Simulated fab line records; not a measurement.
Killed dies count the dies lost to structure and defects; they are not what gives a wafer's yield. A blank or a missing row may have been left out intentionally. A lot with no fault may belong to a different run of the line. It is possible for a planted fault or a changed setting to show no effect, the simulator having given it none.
Which tool is to blame? || flow gf180mcu || 6 lots (18 wafers sampled), 1 step of a 602-step route

WHAT EACH GAUGE READ, for each wafer
GF_M1_CD_MEAS_14: target cd 230 nm.
{"lot": "L491", "measured": "day 17 18:05", "on": "cd_sem-02", "cd_nm (nm)": "229.4 229.4 229.1"}
{"lot": "L501", "measured": "day 21 14:02", "on": "cd_sem-01", "cd_nm (nm)": "232.4 232.5 231.7"}
{"lot": "L503", "measured": "day 22 03:49", "on": "cd_sem-01", "cd_nm (nm)": "231.0 229.5 231.0"}
{"lot": "L505", "measured": "day 22 17:20", "on": "cd_sem-01", "cd_nm (nm)": "230.3 230.6 229.0"}
{"lot": "L508", "measured": "day 23 21:30", "on": "cd_sem-01", "cd_nm (nm)": "232.1 232.3 232.0"}
{"lot": "L511", "measured": "day 24 19:35", "on": "cd_sem-02", "cd_nm (nm)": "229.0 227.7 228.5"}

EACH LOT AND THE TOOL THAT RAN IT (in order: tool; ch and the chambers of the sampled wafers; start)
The record shows no process step preceding these readings.

THE ANSWER, worked out from the rows above alone
Rule: what is usual is taken from the lots themselves. Put in order of their means at a reading, lots are off if they are a third of the lots or fewer, leave a main group of 4 or more, and stand apart from it by a gap of 3 or more times the standard deviation of the main group's means; of several such gaps the widest counts. The tables above print the reading to a certain number of digits; a main group whose means all agree to those digits is not used. Also off: a lot with no number at a reading for which 4 or more lots have one. The other lots that the step has rows for count as sound.
Nothing can be told from this: no lot is off at any reading shown.

WHAT WAS PUT IN BY THE SIMULATOR
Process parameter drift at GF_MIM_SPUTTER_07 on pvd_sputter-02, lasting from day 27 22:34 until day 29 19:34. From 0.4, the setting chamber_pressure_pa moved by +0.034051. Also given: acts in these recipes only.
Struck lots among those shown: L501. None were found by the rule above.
